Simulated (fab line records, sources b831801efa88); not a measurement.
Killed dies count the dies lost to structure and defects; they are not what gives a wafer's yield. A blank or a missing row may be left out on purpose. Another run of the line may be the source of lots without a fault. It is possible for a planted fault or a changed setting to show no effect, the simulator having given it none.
fab line records + flow sky130
record
- lots=15
- wafers=45
- last-day=50
route steps=708 shown METAL3@536 VIA3@575
lots that met no fault: from a run of the same line without faults
start-h: start of the lot's first displayed wafer, in hours after the record's first day + wait-h: hours elapsed since this lot's preceding step + " same as the row above + L1.1+2: a row that stands for several wafers + - no value, or no start given + * or withheld: withheld + < > ~ a bound
route shown NAME@n: NAME is a module with steps in the file, n the number in the route of the first one + usual: mean/standard deviation of fault-free wafers + same: alike in all rows + chamber/n: place in a boat + sites: the reading at each site + _std_site: standard deviation across them + _edge_site: the outer-site mean with the inner-site mean subtracted + radius-mm: how far each site lies from the wafer's centre + mask NAME#n: copy n + behind: the most recent tool/chamber to have shaped the wafer + hold: reason for holding the lot/hours on hold/outcome of the hold + device: the n, p or np transistor that did not switch + end of line: the route-end tests of the same wafers + for a step that has no rows: nothing shown but its recipe + killed: the dies lost at the first sort to structure and to defects; this is not the yield of the wafer + map: a wafer's dies, x killed, . not, _ none there
set.NAME: setting as actually run; set.NAME@STEP: the setting as run at that earlier step + model.NAME: the simulator's own value behind a step, which no gauge read
one table for each step of the route and one row for each wafer, over a sample of lots
services: when a tool's chamber went out of use (start-h, in hours from the record's first day, below 0 if earlier), for how many hours, and the reason
## steps
# step SKY_METAL3_SPUTTER_04
# recipe
- material=TiN
- target-thk-nm=70
- power-w=6500
- time-s=58.3
- chamber-pressure-pa=0.4
# usual
- throttle-valve-pct=29.9/1.1
# same
- time-s=58.3
| lot.wafer | tool           | chamber | start-h | wait-h | throttle-valve-pct |
|-----------|----------------|---------|---------|--------|--------------------|
| L120.1    | pvd-sputter-01 | -       | 849.61  | 0.0    | 31.6               |
| L120.4    | "              | -       | "       | "      | 27.6               |
| L120.5    | "              | -       | "       | "      | 27.9               |
| L122.3    | pvd-sputter-03 | -       | 867.12  | 0.0    | 29.4               |
| L122.4    | "              | -       | "       | "      | 29.4               |
| L122.6    | "              | -       | "       | "      | 29.5               |
| L123.1    | pvd-sputter-01 | -       | 871.80  | 0.0    | 27.5               |
| L123.4    | "              | -       | "       | "      | 30.3               |
| L123.6    | "              | -       | "       | "      | 31.3               |
| L125.2    | pvd-sputter-01 | -       | 883.27  | 0.0    | 30.5               |
| L125.4    | "              | -       | "       | "      | 29.6               |
| L125.5    | "              | -       | "       | "      | 29.7               |
| L126.1    | pvd-sputter-03 | -       | 898.27  | 0.0    | 30.0               |
| L126.2    | "              | -       | "       | "      | 29.3               |
| L126.3    | "              | -       | "       | "      | 29.7               |
| L128.1    | pvd-sputter-01 | -       | 910.17  | 0.0    | 27.6               |
| L128.4    | "              | -       | "       | "      | 31.3               |
| L128.6    | "              | -       | "       | "      | 27.7               |
| L129.1    | pvd-sputter-04 | -       | 917.53  | 0.0    | 30.9               |
| L129.3    | "              | -       | "       | "      | 30.7               |
| L129.5    | "              | -       | "       | "      | 31.3               |
| L130.1    | pvd-sputter-01 | -       | 923.26  | 0.0    | 27.7               |
| L130.5    | "              | -       | "       | "      | 29.9               |
| L130.6    | "              | -       | "       | "      | 30.4               |
| L131.2    | pvd-sputter-03 | -       | 928.82  | 0.0    | 29.9               |
| L131.4    | "              | -       | "       | "      | 29.3               |
| L131.5    | "              | -       | "       | "      | 30.0               |
| L135.1    | pvd-sputter-04 | -       | 961.29  | 0.0    | 30.7               |
| L135.3    | "              | -       | "       | "      | 30.6               |
| L135.6    | "              | -       | "       | "      | 28.6               |
| L134.1    | pvd-sputter-03 | -       | 961.60  | 0.0    | 29.7               |
| L134.3    | "              | -       | "       | "      | 29.7               |
| L134.4    | "              | -       | "       | "      | 29.6               |
| L137.1    | pvd-sputter-04 | -       | 975.81  | 0.0    | 30.5               |
| L137.2    | "              | -       | "       | "      | 31.4               |
| L137.5    | "              | -       | "       | "      | 30.6               |
| L138.1    | pvd-sputter-03 | -       | 985.66  | 0.0    | 29.8               |
| L138.3    | "              | -       | "       | "      | 30.0               |
| L138.5    | "              | -       | "       | "      | 29.6               |
| L142.2    | pvd-sputter-03 | -       | 1009.83 | 0.0    | 29.6               |
| L142.4    | "              | -       | "       | "      | 29.4               |
| L142.6    | "              | -       | "       | "      | 30.0               |
| L143.1    | pvd-sputter-01 | -       | 1019.02 | 0.0    | 31.5               |
| L143.4    | "              | -       | "       | "      | 30.7               |
| L143.5    | "              | -       | "       | "      | 27.4               |
# step SKY_METAL3_DESCUM_15
# recipe
- chemistry=O2
- source-power-w=150
- bias-power-w=0
- pressure-mtorr=10
- temp-c=40
- time-s=8
# usual
- drypump-motor-current-A=5.75/0.21
- oes-product-au=0.999/0.0083
# same
- time-s=8
| lot.wafer | tool         | chamber | start-h | wait-h | drypump-motor-current-A | oes-product-au | rf-hours-counter-h |
|-----------|--------------|---------|---------|--------|-------------------------|----------------|--------------------|
| L120.1    | rie-metal-01 | 1       | 902.20  | 0.0    | 5.55                    | 0.992          | 17                 |
| L120.4    | "            | 1       | "       | "      | 5.55                    | 1.005          | -                  |
| L120.5    | "            | 0       | "       | "      | 5.91                    | 0.987          | -                  |
| L122.3    | rie-metal-03 | 1       | 919.45  | 0.0    | 5.78                    | 0.989          | -                  |
| L122.4    | "            | 0       | "       | "      | 5.86                    | 1.005          | -                  |
| L122.6    | "            | 0       | "       | "      | 5.84                    | 0.998          | -                  |
| L123.1    | rie-metal-03 | 0       | 922.99  | 0.0    | 5.85                    | 0.994          | 1                  |
| L123.4    | "            | 1       | "       | "      | 5.79                    | 0.999          | -                  |
| L123.6    | "            | 1       | "       | "      | 5.79                    | 0.998          | -                  |
| L125.2    | rie-metal-03 | 1       | 933.79  | 0.0    | 5.79                    | 1.010          | 17                 |
| L125.4    | "            | 1       | "       | "      | 5.78                    | 1.004          | -                  |
| L125.5    | "            | 0       | "       | "      | 5.82                    | 1.003          | -                  |
| L126.1    | rie-metal-01 | 0       | 949.31  | 0.0    | 5.90                    | 0.994          | 8                  |
| L126.2    | "            | 1       | "       | "      | 5.55                    | 0.991          | 1                  |
| L126.3    | "            | 0       | "       | "      | 5.92                    | 0.981          | -                  |
| L128.1    | rie-metal-01 | 0       | 959.95  | 0.0    | 5.87                    | 1.000          | 9                  |
| L128.4    | "            | 1       | "       | "      | 5.56                    | 0.999          | -                  |
| L128.6    | "            | 1       | "       | "      | 5.57                    | 1.000          | -                  |
| L129.1    | rie-metal-03 | 1       | 967.16  | 0.0    | 5.79                    | 1.005          | 19                 |
| L129.3    | "            | 1       | "       | "      | 5.78                    | 1.007          | -                  |
| L129.5    | "            | 1       | "       | "      | 5.79                    | 1.010          | -                  |
| L130.1    | rie-metal-01 | 1       | 972.34  | 0.0    | 5.56                    | 1.002          | 2                  |
| L130.5    | "            | 1       | "       | "      | 5.53                    | 0.996          | -                  |
| L130.6    | "            | 0       | "       | "      | 5.90                    | 1.001          | -                  |
| L131.2    | rie-metal-04 | 1       | 977.80  | 0.0    | 5.17                    | 0.987          | 21                 |
| L131.4    | "            | 0       | "       | "      | 6.00                    | 1.004          | -                  |
| L131.5    | "            | 0       | "       | "      | 5.97                    | 1.016          | -                  |
| L135.1    | rie-metal-03 | 1       | 1008.99 | 0.0    | 5.79                    | 0.999          | 22                 |
| L135.3    | "            | 0       | "       | "      | 5.85                    | 1.009          | -                  |
| L135.6    | "            | 1       | "       | "      | 5.79                    | 1.013          | -                  |
| L134.1    | rie-metal-01 | 0       | 1009.34 | 0.0    | 5.91                    | 1.005          | 12                 |
| L134.3    | "            | 1       | "       | "      | 5.55                    | 0.999          | -                  |
| L134.4    | "            | 0       | "       | "      | 5.91                    | 1.004          | -                  |
| L137.1    | rie-metal-04 | 0       | 1023.76 | 0.0    | 5.97                    | 1.009          | 7                  |
| L137.2    | "            | 0       | "       | "      | 5.96                    | 1.020          | -                  |
| L137.5    | "            | 0       | "       | "      | 5.97                    | 1.009          | -                  |
| L138.1    | rie-metal-01 | 1       | 1032.76 | 0.0    | 5.54                    | 0.988          | 6                  |
| L138.3    | "            | 1       | "       | "      | 5.53                    | 0.986          | -                  |
| L138.5    | "            | 1       | "       | "      | 5.51                    | 0.994          | -                  |
| L142.2    | rie-metal-03 | 0       | 1056.40 | 0.0    | 5.86                    | 0.999          | 9                  |
| L142.4    | "            | 1       | "       | "      | 5.78                    | 1.004          | -                  |
| L142.6    | "            | 0       | "       | "      | 5.83                    | 1.000          | -                  |
| L143.1    | rie-metal-01 | 1       | 1064.60 | 0.0    | 5.57                    | 0.992          | 8                  |
| L143.4    | "            | 1       | "       | "      | 5.58                    | 1.005          | -                  |
| L143.5    | "            | 1       | "       | "      | 5.57                    | 1.003          | -                  |
# step SKY_METAL3_STRIP_19
# recipe
- chemistry=O2/N2
- power-w=1400
- pressure-mtorr=1500
- platen-temp-c=withheld
- o2-flow-sccm=3000
- n2-flow-sccm=300
- overash-fraction=0.5
# usual
- chamber-pressure-mTorr=1500.1/1.2
- drypump-motor-current-A=5.4/0.34
- o2-flow-sccm=2999/8.4
- oes-product-au=0.501/0.0054
- strip-time-to-endpoint-s=6.52/0.071
| lot.wafer | tool            | chamber | start-h | wait-h | chamber-pressure-mTorr | drypump-motor-current-A | o2-flow-sccm | oes-product-au | rf-hours-counter-h | strip-time-to-endpoint-s |
|-----------|-----------------|---------|---------|--------|------------------------|-------------------------|--------------|----------------|--------------------|--------------------------|
| L120.1    | plasma-asher-04 | 1       | 902.70  | 0.3    | 1499.4                 | 5.1                     | 2986         | 0.501          | 105                | 6.52                     |
| L120.4    | "               | 0       | "       | "      | 1499.4                 | 5.2                     | 2999         | 0.496          | -                  | 6.52                     |
| L120.5    | "               | 0       | "       | "      | 1499.6                 | 5.2                     | 2996         | 0.507          | -                  | 6.56                     |
| L122.3    | plasma-asher-02 | 0       | 919.80  | 0.1    | 1499.3                 | 6.0                     | 2994         | 0.486          | -                  | 6.47                     |
| L122.4    | "               | 1       | "       | "      | 1499.8                 | 6.0                     | 3004         | 0.501          | -                  | 6.45                     |
| L122.6    | "               | 0       | "       | "      | 1498.9                 | 5.9                     | 3007         | 0.503          | -                  | 6.46                     |
| L123.1    | plasma-asher-01 | 0       | 923.32  | 0.1    | 1498.2                 | 5.2                     | 3007         | 0.499          | 77                 | 6.41                     |
| L123.4    | "               | 0       | "       | "      | 1499.1                 | 5.3                     | 3002         | 0.501          | -                  | 6.46                     |
| L123.6    | "               | 0       | "       | "      | 1499.8                 | 5.2                     | 3002         | 0.502          | -                  | 6.43                     |
| L125.2    | plasma-asher-02 | 0       | 934.12  | 0.1    | 1501.2                 | 5.9                     | 3006         | 0.493          | 50                 | 6.42                     |
| L125.4    | "               | 1       | "       | "      | 1501.4                 | 6.0                     | 3003         | 0.494          | -                  | 6.56                     |
| L125.5    | "               | 1       | "       | "      | 1499.9                 | 6.0                     | 3007         | 0.502          | -                  | 6.48                     |
| L126.1    | plasma-asher-04 | 1       | 949.64  | 0.1    | 1501.1                 | 5.1                     | 3002         | 0.504          | 109                | 6.48                     |
| L126.2    | "               | 0       | "       | "      | 1500.9                 | 5.2                     | 2996         | 0.495          | 109                | 6.46                     |
| L126.3    | "               | 1       | "       | "      | 1501.1                 | 5.1                     | 2991         | 0.503          | -                  | 6.51                     |
| L128.1    | plasma-asher-04 | 0       | 960.27  | 0.1    | 1497.9                 | 5.2                     | 2979         | 0.505          | 111                | 6.53                     |
| L128.4    | "               | 1       | "       | "      | 1502.4                 | 5.1                     | 3013         | 0.494          | -                  | 6.53                     |
| L128.6    | "               | 0       | "       | "      | 1499.6                 | 5.2                     | 2996         | 0.500          | -                  | 6.48                     |
| L129.1    | plasma-asher-04 | 0       | 967.49  | 0.1    | -                      | -                       | -            | -              | -                  | -                        |
| L129.3    | "               | 0       | "       | "      | -                      | -                       | -            | -              | -                  | -                        |
| L129.5    | "               | 0       | "       | "      | -                      | -                       | -            | -              | -                  | -                        |
| L130.1    | plasma-asher-02 | 0       | 972.67  | 0.1    | -                      | -                       | -            | -              | -                  | -                        |
| L130.5    | "               | 1       | "       | "      | -                      | -                       | -            | -              | -                  | -                        |
| L130.6    | "               | 0       | "       | "      | -                      | -                       | -            | -              | -                  | -                        |
| L131.2    | plasma-asher-01 | 0       | 978.12  | 0.1    | -                      | -                       | -            | -              | -                  | -                        |
| L131.4    | "               | 1       | "       | "      | -                      | -                       | -            | -              | -                  | -                        |
| L131.5    | "               | 1       | "       | "      | -                      | -                       | -            | -              | -                  | -                        |
| L135.1    | plasma-asher-04 | 1       | 1009.32 | 0.1    | 1497.6                 | 5.1                     | 3000         | 0.498          | 116                | 6.51                     |
| L135.3    | "               | 0       | "       | "      | 1502.3                 | 5.2                     | 2994         | 0.497          | -                  | 6.42                     |
| L135.6    | "               | 1       | "       | "      | 1499.8                 | 5.1                     | 2994         | 0.496          | -                  | 6.37                     |
| L134.1    | plasma-asher-01 | 0       | 1009.67 | 0.1    | 1500.7                 | 5.2                     | 2998         | 0.498          | 85                 | 6.46                     |
| L134.3    | "               | 1       | "       | "      | 1499.4                 | 5.4                     | 3008         | 0.499          | -                  | 6.53                     |
| L134.4    | "               | 0       | "       | "      | 1498.1                 | 5.2                     | 2992         | 0.510          | -                  | 6.54                     |
| L137.1    | plasma-asher-04 | 0       | 1024.22 | 0.1    | 1500.3                 | 5.2                     | 3008         | 0.506          | 117                | 6.54                     |
| L137.2    | "               | 1       | "       | "      | 1498.0                 | 5.1                     | 3016         | 0.497          | 117                | 6.60                     |
| L137.5    | "               | 0       | "       | "      | 1500.9                 | 5.2                     | 3003         | 0.500          | -                  | 6.54                     |
| L138.1    | plasma-asher-02 | 1       | 1033.09 | 0.1    | 1498.9                 | 6.0                     | 3002         | 0.499          | 61                 | 6.61                     |
| L138.3    | "               | 1       | "       | "      | 1500.8                 | 5.9                     | 2998         | 0.505          | -                  | 6.61                     |
| L138.5    | "               | 0       | "       | "      | 1499.5                 | 6.0                     | 3017         | 0.510          | -                  | 6.59                     |
| L142.2    | plasma-asher-01 | 1       | 1056.72 | 0.1    | 1500.6                 | 5.4                     | 3017         | 0.507          | 90                 | 6.68                     |
| L142.4    | "               | 1       | "       | "      | 1501.2                 | 5.3                     | 3004         | 0.495          | -                  | 6.57                     |
| L142.6    | "               | 1       | "       | "      | 1500.3                 | 5.4                     | 3009         | 0.503          | -                  | 6.67                     |
| L143.1    | plasma-asher-02 | 0       | 1064.92 | 0.1    | 1500.1                 | 6.0                     | 2998         | 0.501          | 64                 | 6.55                     |
| L143.4    | "               | 0       | "       | "      | 1499.6                 | 5.9                     | 3002         | 0.512          | -                  | 6.63                     |
| L143.5    | "               | 0       | "       | "      | 1500.6                 | 6.0                     | 2999         | 0.503          | -                  | 6.60                     |
# step SKY_VIA3_CMP_02
# recipe
- material=SiO2
- down-force-psi=4
- platen-rpm=60
- pad-velocity-m-s=0.94248
# usual
- motor-current-A=11.8/1
- slurry-filter-dp-kPa=13.49/0.14
| lot.wafer | tool   | chamber | start-h | wait-h | motor-current-A | slurry-filter-dp-kPa |
|-----------|--------|---------|---------|--------|-----------------|----------------------|
| L120.4    | cmp-02 | 0       | 903.52  | 0.0    | 10.3            | 13.38                |
| L120.1    | "      | 1       | "       | "      | 12.5            | 13.43                |
| L120.5    | "      | 1       | "       | "      | 12.8            | 13.52                |
| L122.4    | cmp-02 | 2       | 920.64  | 0.0    | 10.8            | 13.39                |
| L122.3    | "      | 0       | "       | "      | 10.4            | 13.48                |
| L122.6    | "      | 2       | "       | "      | 11.3            | 13.34                |
| L123.1    | cmp-01 | 2       | 924.20  | 0.1    | 11.0            | 13.50                |
| L123.4    | "      | 0       | "       | "      | 11.3            | 13.57                |
| L123.6    | "      | 2       | "       | "      | 11.7            | 13.33                |
| L125.2    | cmp-01 | 2       | 935.02  | 0.1    | 11.0            | 13.25                |
| L125.4    | "      | 0       | "       | "      | 11.5            | 13.57                |
| L125.5    | "      | 1       | "       | "      | 10.2            | 13.59                |
| L126.1    | cmp-01 | 3       | 950.60  | 0.1    | 13.4            | 13.60                |
| L126.2    | "      | 0       | "       | "      | 11.4            | 13.60                |
| L126.3    | "      | 1       | "       | "      | 10.2            | 13.33                |
| L128.4    | cmp-01 | 0       | 961.54  | 0.4    | 11.6            | 13.37                |
| L128.1    | "      | 2       | "       | "      | 11.4            | 13.46                |
| L128.6    | "      | 0       | "       | "      | 11.4            | 13.54                |
| L135.3    | cmp-01 | 0       | 1010.23 | 0.1    | 11.7            | 13.63                |
| L135.1    | "      | 1       | "       | "      | 10.6            | 13.49                |
| L135.6    | "      | 0       | "       | "      | 11.3            | 13.60                |
| L134.3    | cmp-02 | 2       | 1010.54 | 0.1    | 11.4            | 13.51                |
| L134.1    | "      | 3       | "       | "      | 12.3            | 13.52                |
| L134.4    | "      | 0       | "       | "      | 10.7            | 13.73                |
| L137.2    | cmp-02 | 2       | 1025.09 | 0.1    | 11.7            | 13.39                |
| L137.1    | "      | 0       | "       | "      | 10.2            | 13.51                |
| L137.5    | "      | 2       | "       | "      | 11.5            | 13.74                |
| L138.1    | cmp-02 | 3       | 1033.96 | 0.1    | 12.4            | 13.43                |
| L138.3    | "      | 0       | "       | "      | 9.7             | 13.42                |
| L138.5    | "      | 3       | "       | "      | 12.5            | 13.44                |
| L142.2    | cmp-01 | 1       | 1057.70 | 0.2    | 10.6            | 13.21                |
| L142.4    | "      | 2       | "       | "      | 11.5            | 13.67                |
| L142.6    | "      | 0       | "       | "      | 11.0            | 13.60                |
| L143.1    | cmp-02 | 2       | 1065.74 | 0.1    | 11.7            | 13.52                |
| L143.4    | "      | 1       | "       | "      | 11.7            | 13.57                |
| L143.5    | "      | 2       | "       | "      | 11.8            | 13.49                |
## services
| tool            | chamber | start-h | hours | kind   |
|-----------------|---------|---------|-------|--------|
| cmp-02          | -       | 829.30  | 10.2  | pm     |
| cmp-02          | -       | 840.83  | 2.5   | repair |
| cmp-01          | -       | 855.69  | 1.4   | repair |
| plasma-asher-02 | -       | 863.32  | 0.7   | repair |
| cmp-02          | -       | 863.40  | 0.8   | repair |
| rie-metal-01    | -       | 888.76  | 1.3   | repair |
| plasma-asher-01 | -       | 893.25  | 1.5   | repair |
| cmp-01          | -       | 894.98  | 3.8   | repair |
| plasma-asher-02 | -       | 895.49  | 0.8   | repair |
| plasma-asher-01 | -       | 899.03  | 1.9   | repair |
| cmp-02          | -       | 909.80  | 1.5   | repair |
| cmp-02          | -       | 912.11  | 4.0   | pm     |
| cmp-02          | -       | 958.43  | 5.5   | pm     |
| cmp-02          | -       | 974.73  | 0.2   | repair |
| cmp-01          | -       | 975.72  | 1.3   | repair |
| rie-metal-03    | -       | 987.69  | 4.4   | repair |
| pvd-sputter-03  | -       | 994.57  | 1.2   | repair |
| cmp-02          | -       | 996.62  | 0.8   | repair |
| plasma-asher-02 | -       | 1000.25 | 0.6   | repair |
| cmp-02          | -       | 1004.48 | 3.1   | repair |
| cmp-01          | -       | 1015.34 | 5.2   | pm     |
| pvd-sputter-03  | -       | 1045.94 | 2.6   | repair |
| plasma-asher-04 | -       | 1055.25 | 9.0   | pm     |
| cmp-02          | -       | 1056.92 | 5.4   | pm     |
## key
first-sign
- step=SKY_METAL3_STRIP_19
- reading=tool-record
- direction=missing
effect none on later readings
met-at SKY_METAL3_STRIP_19
struck-lots L129,L130,L131
later-rows-left-out L129.1,L129.3,L129.5,L130.1,L130.5,L130.6,L131.2,L131.4,L131.5
sort-left-out L129.1,L129.3,L129.5,L130.1,L130.5,L130.6,L131.2,L131.4,L131.5
not-acting-at SKY_METAL3_SPUTTER_04,SKY_METAL3_DESCUM_15,SKY_VIA3_CMP_02
onset-between 960.27 967.49
fault
- kind=skipped-step-whole
- tool=plasma-asher-01,plasma-asher-02,plasma-asher-04
- chamber=-
- onset-h=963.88
- steps=SKY_METAL3_STRIP_19
- scope=struck-lots-only
# sort-left-out: the simulated sort isn't trusted on such a fault, so these wafers' sort isn't shown, and their yield isn't known
# later-rows-left-out: the simulator's readings of these wafers behind a module that went badly wrong aren't trusted and aren't shown, but for the sort
